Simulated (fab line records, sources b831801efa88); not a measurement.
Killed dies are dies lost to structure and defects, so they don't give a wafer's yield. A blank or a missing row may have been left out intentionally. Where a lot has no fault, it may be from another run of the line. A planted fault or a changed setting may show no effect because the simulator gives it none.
Which tool is to blame? / flow sfq_line / Sampling: 13 lots, 39 wafers, 6 of 325 route steps

## WHAT THE GAUGES SHOWED, per wafer
SFQ_I1_BOW_MEAS_912. Usual: I1_BOW gives 2 um (standard deviation 6.6).
lot=L624; measured=day 18 19:39; on=film_metro-03; I1_BOW (um)=14 10 9; flag=
lot=L625; measured=day 19 00:31; on=film_metro-04; I1_BOW (um)=6 5 7; flag=
lot=L626; measured=day 19 07:07; on=film_metro-03; I1_BOW (um)=6 -4 5; flag=
lot=L628; measured=day 20 22:03; on=film_metro-03; I1_BOW (um)=8 2 13; flag=
lot=L629; measured=day 21 10:04; on=film_metro-04; I1_BOW (um)=-2 -2 3; flag=
lot=L635; measured=day 23 10:47; on=film_metro-03; I1_BOW (um)=-4 5 5; flag=
lot=L640; measured=day 25 10:55; on=film_metro-02; I1_BOW (um)=5 0 -7; flag=
lot=L641; measured=day 25 17:19; on=film_metro-02; I1_BOW (um)=3 -12 -6; flag=
lot=L643; measured=day 30 06:31; on=film_metro-03; I1_BOW (um)=3 2 2; flag=
lot=L644; measured=day 33 05:59; on=film_metro-03; I1_BOW (um)=-3 7 -4; flag=
lot=L645; measured=day 33 14:59; on=film_metro-02; I1_BOW (um)=-2 10 -3; flag=
lot=L646; measured=day 34 02:51; on=film_metro-03; I1_BOW (um)=-9 -14 -6; flag=
lot=L647; measured=day 34 21:46; on=film_metro-03; I1_BOW (um)=-1 -5 7; flag=

SFQ_M3_OVL_MEAS_921. Usual: M3_OVL gives -3 nm (standard deviation 5.4).
lot=L624; measured=day 44 21:56; on=overlay-02; M3_OVL (nm)=3 -4 3; flag=
lot=L625; measured=day 45 01:31; on=overlay-01; M3_OVL (nm)=-5 -6 3; flag=
lot=L626; measured=day 45 06:19; on=overlay-01; M3_OVL (nm)=1 7 -3; flag=
lot=L628; measured=day 46 11:15; on=overlay-01; M3_OVL (nm)=-10 2 -9; flag=
lot=L629; measured=day 46 19:40; on=overlay-02; M3_OVL (nm)=8 5 7; flag=
lot=L635; measured=day 49 02:58; on=overlay-01; M3_OVL (nm)=3 2 -2; flag=
lot=L640; measured=day 51 03:18; on=overlay-01; M3_OVL (nm)=-9 -4 -4; flag=
lot=L641; measured=day 51 05:42; on=overlay-01; M3_OVL (nm)=-7 -2 1; flag=
lot=L643; measured=day 51 10:30; on=overlay-01; M3_OVL (nm)=-9 -4 -4; flag=
lot=L644; measured=day 51 23:46; on=overlay-02; M3_OVL (nm)=-3 2 -5; flag=
lot=L645; measured=day 52 06:50; on=overlay-01; M3_OVL (nm)=6 -2 -1; flag=
lot=L646; measured=day 52 15:23; on=overlay-01; M3_OVL (nm)=-7 -9 -3; flag=
lot=L647; measured=day 53 11:56; on=overlay-02; M3_OVL (nm)=-11 -12 -8; flag=

## WHAT TOOL EACH LOT RAN ON (gives the tool, then ch and the chambers of the sampled wafers, and finally the start)
lot=L624; SFQ_TRILAYER_I2_CMP_CMP_064=cmp-02 ch 2,3, day 32 07:45; SFQ_TRILAYER_I2_METRO_MEASURE_065=film_metro-04, day 32 11:28; SFQ_TRILAYER_I2_VIA_ETCH_VIA_ETCH_070=rie_diel-02 ch 0,3, day 39 06:02; SFQ_TRILAYER_I2_VIA_STRIP_STRIP_071=rie_metal-02 ch 0,1, day 39 06:20
lot=L625; SFQ_TRILAYER_I2_CMP_CMP_064=cmp-02 ch 0,1,3, day 32 11:21; SFQ_TRILAYER_I2_METRO_MEASURE_065=film_metro-04, day 32 14:28; SFQ_TRILAYER_I2_VIA_ETCH_VIA_ETCH_070=rie_diel-04 ch 2,3, day 39 09:38; SFQ_TRILAYER_I2_VIA_STRIP_STRIP_071=rie_metal-04 ch 0,1, day 39 09:44
lot=L626; SFQ_TRILAYER_I2_CMP_CMP_064=cmp-02 ch 0,2,3, day 32 14:57; SFQ_TRILAYER_I2_METRO_MEASURE_065=film_metro-01, day 32 18:04; SFQ_TRILAYER_I2_VIA_ETCH_VIA_ETCH_070=rie_diel-03 ch 0,1,2, day 39 12:02; SFQ_TRILAYER_I2_VIA_STRIP_STRIP_071=rie_metal-01 ch 0,1, day 39 12:08
lot=L628; SFQ_TRILAYER_I2_CMP_CMP_064=cmp-02 ch 0,2, day 34 04:22; SFQ_TRILAYER_I2_METRO_MEASURE_065=film_metro-02, day 34 06:59; SFQ_TRILAYER_I2_VIA_ETCH_VIA_ETCH_070=rie_diel-03 ch 1,2,3, day 40 13:14; SFQ_TRILAYER_I2_VIA_STRIP_STRIP_071=rie_metal-02 ch 0,1, day 40 13:20
lot=L629; SFQ_TRILAYER_I2_CMP_CMP_064=cmp-01 ch 1,2,3, day 34 13:16; SFQ_TRILAYER_I2_METRO_MEASURE_065=film_metro-04, day 34 16:05; SFQ_TRILAYER_I2_VIA_ETCH_VIA_ETCH_070=rie_diel-03 ch 0,2, day 40 19:14; SFQ_TRILAYER_I2_VIA_STRIP_STRIP_071=rie_metal-02 ch 0,1, day 40 19:20
lot=L635; SFQ_TRILAYER_I2_CMP_CMP_064=cmp-02 ch 0,2,3, day 37 03:38; SFQ_TRILAYER_I2_METRO_MEASURE_065=film_metro-01, day 37 06:46; SFQ_TRILAYER_I2_VIA_ETCH_VIA_ETCH_070=rie_diel-03 ch 1,2,3, day 43 04:00; SFQ_TRILAYER_I2_VIA_STRIP_STRIP_071=rie_metal-02 ch 0,1, day 43 04:07
lot=L640; SFQ_TRILAYER_I2_CMP_CMP_064=cmp-02 ch 2,3, day 39 10:07; SFQ_TRILAYER_I2_METRO_MEASURE_065=film_metro-04, day 39 13:14; SFQ_TRILAYER_I2_VIA_ETCH_VIA_ETCH_070=rie_diel-02 ch 1,3, day 45 07:36; SFQ_TRILAYER_I2_VIA_STRIP_STRIP_071=rie_metal-02 ch 0,1, day 45 07:43
lot=L641; SFQ_TRILAYER_I2_CMP_CMP_064=cmp-02 ch 1,2, day 39 19:07; SFQ_TRILAYER_I2_METRO_MEASURE_065=film_metro-04, day 39 22:14; SFQ_TRILAYER_I2_VIA_ETCH_VIA_ETCH_070=rie_diel-03 ch 0,1,2, day 45 08:56; SFQ_TRILAYER_I2_VIA_STRIP_STRIP_071=rie_metal-01 ch 0,1, day 45 09:02
lot=L643; SFQ_TRILAYER_I2_CMP_CMP_064=cmp-02 ch 0,1,3, day 42 22:48; SFQ_TRILAYER_I2_METRO_MEASURE_065=film_metro-02, day 43 00:55; SFQ_TRILAYER_I2_VIA_ETCH_VIA_ETCH_070=rie_diel-04 ch 0,2, day 45 11:20; SFQ_TRILAYER_I2_VIA_STRIP_STRIP_071=rie_metal-01 ch 0,1, day 45 11:26
lot=L644; SFQ_TRILAYER_I2_CMP_CMP_064=cmp-01 ch 0,2, day 45 17:37; SFQ_TRILAYER_I2_METRO_MEASURE_065=film_metro-02, day 45 20:38; SFQ_TRILAYER_I2_VIA_ETCH_VIA_ETCH_070=rie_diel-04 ch 0,1,3, day 51 20:11; SFQ_TRILAYER_I2_VIA_STRIP_STRIP_071=rie_metal-02 ch 0,1, day 51 20:29
lot=L645; SFQ_TRILAYER_I2_CMP_CMP_064=cmp-02 ch 0,1,3, day 46 01:19; SFQ_TRILAYER_I2_METRO_MEASURE_065=film_metro-01, day 46 03:50; SFQ_TRILAYER_I2_VIA_ETCH_VIA_ETCH_070=rie_diel-04 ch 1,2, day 52 03:23; SFQ_TRILAYER_I2_VIA_STRIP_STRIP_071=rie_metal-04 ch 0,1, day 52 03:41
lot=L646; SFQ_TRILAYER_I2_CMP_CMP_064=cmp-02 ch 0,3, day 46 11:22; SFQ_TRILAYER_I2_METRO_MEASURE_065=film_metro-01, day 46 14:29; SFQ_TRILAYER_I2_VIA_ETCH_VIA_ETCH_070=rie_diel-04 ch 0,2, day 52 11:47; SFQ_TRILAYER_I2_VIA_STRIP_STRIP_071=rie_metal-02 ch 0,1, day 52 11:53
lot=L647; SFQ_TRILAYER_I2_CMP_CMP_064=cmp-01 ch 2,3, day 47 06:19; SFQ_TRILAYER_I2_METRO_MEASURE_065=film_metro-02, day 47 09:26; SFQ_TRILAYER_I2_VIA_ETCH_VIA_ETCH_070=rie_diel-04 ch 0,2,3, day 53 05:00; SFQ_TRILAYER_I2_VIA_STRIP_STRIP_071=rie_metal-02 ch 0,1, day 53 05:07
- SFQ_TRILAYER_I2_CMP_CMP_064: polishes SiO2.
- SFQ_TRILAYER_I2_METRO_MEASURE_065
- SFQ_TRILAYER_I2_VIA_ETCH_VIA_ETCH_070: etches SiO2 in CHF3, stops on Nb, target depth 260 nm.
- SFQ_TRILAYER_I2_VIA_STRIP_STRIP_071: strips in O2.

## AS READ BY THE TOOLS THEMSELVES (means over the sampled wafers that have a number; for cases with no such wafer, the mark the record gives instead)
SFQ_TRILAYER_I2_CMP_CMP_064. Usual: motor_current_A 10.2 A, standard deviation 0.62; time_to_endpoint_s 207 s, standard deviation 8.2.
lot=L624; tool=cmp-02; motor_current_A (A)=10.2; time_to_endpoint_s (s)=213; flag=
lot=L625; tool=cmp-02; motor_current_A (A)=10.4; time_to_endpoint_s (s)=204; flag=
lot=L626; tool=cmp-02; motor_current_A (A)=10.2; time_to_endpoint_s (s)=212; flag=
lot=L628; tool=cmp-02; motor_current_A (A)=10.0; time_to_endpoint_s (s)=207; flag=
lot=L629; tool=cmp-01; motor_current_A (A)=10.0; time_to_endpoint_s (s)=213; flag=
lot=L635; tool=cmp-02; motor_current_A (A)=10.2; time_to_endpoint_s (s)=210; flag=
lot=L640; tool=cmp-02; motor_current_A (A)=10.0; time_to_endpoint_s (s)=207; flag=
lot=L641; tool=cmp-02; motor_current_A (A)=9.8; time_to_endpoint_s (s)=194; flag=
lot=L643; tool=cmp-02; motor_current_A (A)=10.5; time_to_endpoint_s (s)=198; flag=
lot=L644; tool=cmp-01; motor_current_A (A)=10.4; time_to_endpoint_s (s)=205; flag=
lot=L645; tool=cmp-02; motor_current_A (A)=10.2; time_to_endpoint_s (s)=209; flag=
lot=L646; tool=cmp-02; motor_current_A (A)=10.9; time_to_endpoint_s (s)=222; flag=
lot=L647; tool=cmp-01; motor_current_A (A)=10.6; time_to_endpoint_s (s)=215; flag=

SFQ_TRILAYER_I2_METRO_MEASURE_065. Usual: 199.3 nm for thk_nm, sd 1.2.
lot=L624; tool=film_metro-04; thk_nm (nm)=198.9; flag=
lot=L625; tool=film_metro-04; thk_nm (nm)=199.5; flag=
lot=L626; tool=film_metro-01; thk_nm (nm)=199.1; flag=
lot=L628; tool=film_metro-02; thk_nm (nm)=198.1; flag=
lot=L629; tool=film_metro-04; thk_nm (nm)=200.3; flag=
lot=L635; tool=film_metro-01; thk_nm (nm)=193.1; flag=OFF
lot=L640; tool=film_metro-04; thk_nm (nm)=199.0; flag=
lot=L641; tool=film_metro-04; thk_nm (nm)=198.4; flag=
lot=L643; tool=film_metro-02; thk_nm (nm)=198.2; flag=
lot=L644; tool=film_metro-02; thk_nm (nm)=200.8; flag=
lot=L645; tool=film_metro-01; thk_nm (nm)=200.2; flag=
lot=L646; tool=film_metro-01; thk_nm (nm)=200.5; flag=
lot=L647; tool=film_metro-02; thk_nm (nm)=199.6; flag=

SFQ_TRILAYER_I2_VIA_ETCH_VIA_ETCH_070. Usual: drypump_motor_current_A 5.5 A, standard deviation 0.34; oes_product_au 0.853 a.u., standard deviation 0.0056.
lot=L624; tool=rie_diel-02; drypump_motor_current_A (A)=6.1; oes_product_au (a.u.)=0.852; flag=
lot=L625; tool=rie_diel-04; drypump_motor_current_A (A)=5.5; oes_product_au (a.u.)=0.856; flag=
lot=L626; tool=rie_diel-03; drypump_motor_current_A (A)=5.1; oes_product_au (a.u.)=0.851; flag=
lot=L628; tool=rie_diel-03; drypump_motor_current_A (A)=5.1; oes_product_au (a.u.)=0.851; flag=
lot=L629; tool=rie_diel-03; drypump_motor_current_A (A)=5.2; oes_product_au (a.u.)=0.855; flag=
lot=L635; tool=rie_diel-03; drypump_motor_current_A (A)=5.2; oes_product_au (a.u.)=0.834; flag=OFF
lot=L640; tool=rie_diel-02; drypump_motor_current_A (A)=5.6; oes_product_au (a.u.)=0.855; flag=
lot=L641; tool=rie_diel-03; drypump_motor_current_A (A)=5.1; oes_product_au (a.u.)=0.853; flag=
lot=L643; tool=rie_diel-04; drypump_motor_current_A (A)=5.7; oes_product_au (a.u.)=0.848; flag=
lot=L644; tool=rie_diel-04; drypump_motor_current_A (A)=5.5; oes_product_au (a.u.)=0.856; flag=
lot=L645; tool=rie_diel-04; drypump_motor_current_A (A)=5.3; oes_product_au (a.u.)=0.857; flag=
lot=L646; tool=rie_diel-04; drypump_motor_current_A (A)=5.7; oes_product_au (a.u.)=0.859; flag=
lot=L647; tool=rie_diel-04; drypump_motor_current_A (A)=5.6; oes_product_au (a.u.)=0.850; flag=

SFQ_TRILAYER_I2_VIA_STRIP_STRIP_071. Usual: drypump_motor_current_A 5.7 A, standard deviation 0.39; oes_product_au 0.994 a.u., standard deviation 0.0083.
lot=L624; tool=rie_metal-02; drypump_motor_current_A (A)=6.0; oes_product_au (a.u.)=0.999; flag=
lot=L625; tool=rie_metal-04; drypump_motor_current_A (A)=5.5; oes_product_au (a.u.)=0.995; flag=
lot=L626; tool=rie_metal-01; drypump_motor_current_A (A)=5.5; oes_product_au (a.u.)=0.996; flag=
lot=L628; tool=rie_metal-02; drypump_motor_current_A (A)=6.0; oes_product_au (a.u.)=0.998; flag=
lot=L629; tool=rie_metal-02; drypump_motor_current_A (A)=6.0; oes_product_au (a.u.)=0.992; flag=
lot=L635; tool=rie_metal-02; drypump_motor_current_A (A)=5.8; oes_product_au (a.u.)=0.988; flag=
lot=L640; tool=rie_metal-02; drypump_motor_current_A (A)=6.0; oes_product_au (a.u.)=0.997; flag=
lot=L641; tool=rie_metal-01; drypump_motor_current_A (A)=5.8; oes_product_au (a.u.)=0.986; flag=
lot=L643; tool=rie_metal-01; drypump_motor_current_A (A)=5.8; oes_product_au (a.u.)=0.991; flag=
lot=L644; tool=rie_metal-02; drypump_motor_current_A (A)=5.8; oes_product_au (a.u.)=0.995; flag=
lot=L645; tool=rie_metal-04; drypump_motor_current_A (A)=5.4; oes_product_au (a.u.)=0.991; flag=
lot=L646; tool=rie_metal-02; drypump_motor_current_A (A)=5.8; oes_product_au (a.u.)=1.005; flag=
lot=L647; tool=rie_metal-02; drypump_motor_current_A (A)=5.8; oes_product_au (a.u.)=0.995; flag=

## THE ANSWER, worked out from the rows above alone
Rule: take the mean of a lot's wafers that have a number; if it is more than 3 standard deviations from the usual mean, the lot is off. Also off: a lot with no number at a reading for which 4 or more lots have one. All remaining lots with rows at the step are treated as sound. The gauges are gone through in route order, then the tools' own readings, and for those a lot's mean is taken as printed above. At the first step where some lot is off, the reading lying furthest off is the one used; lots without a number count as furthest.
Off, at SFQ_TRILAYER_I2_METRO_MEASURE_065 on thk_nm: L635.
If a tool, at that step or one of the process steps before it, ran each lot that is off and ran no sound lot following the first of them, it fits. None of those tried fits.

## WHAT THE SIMULATOR HAD PUT IN
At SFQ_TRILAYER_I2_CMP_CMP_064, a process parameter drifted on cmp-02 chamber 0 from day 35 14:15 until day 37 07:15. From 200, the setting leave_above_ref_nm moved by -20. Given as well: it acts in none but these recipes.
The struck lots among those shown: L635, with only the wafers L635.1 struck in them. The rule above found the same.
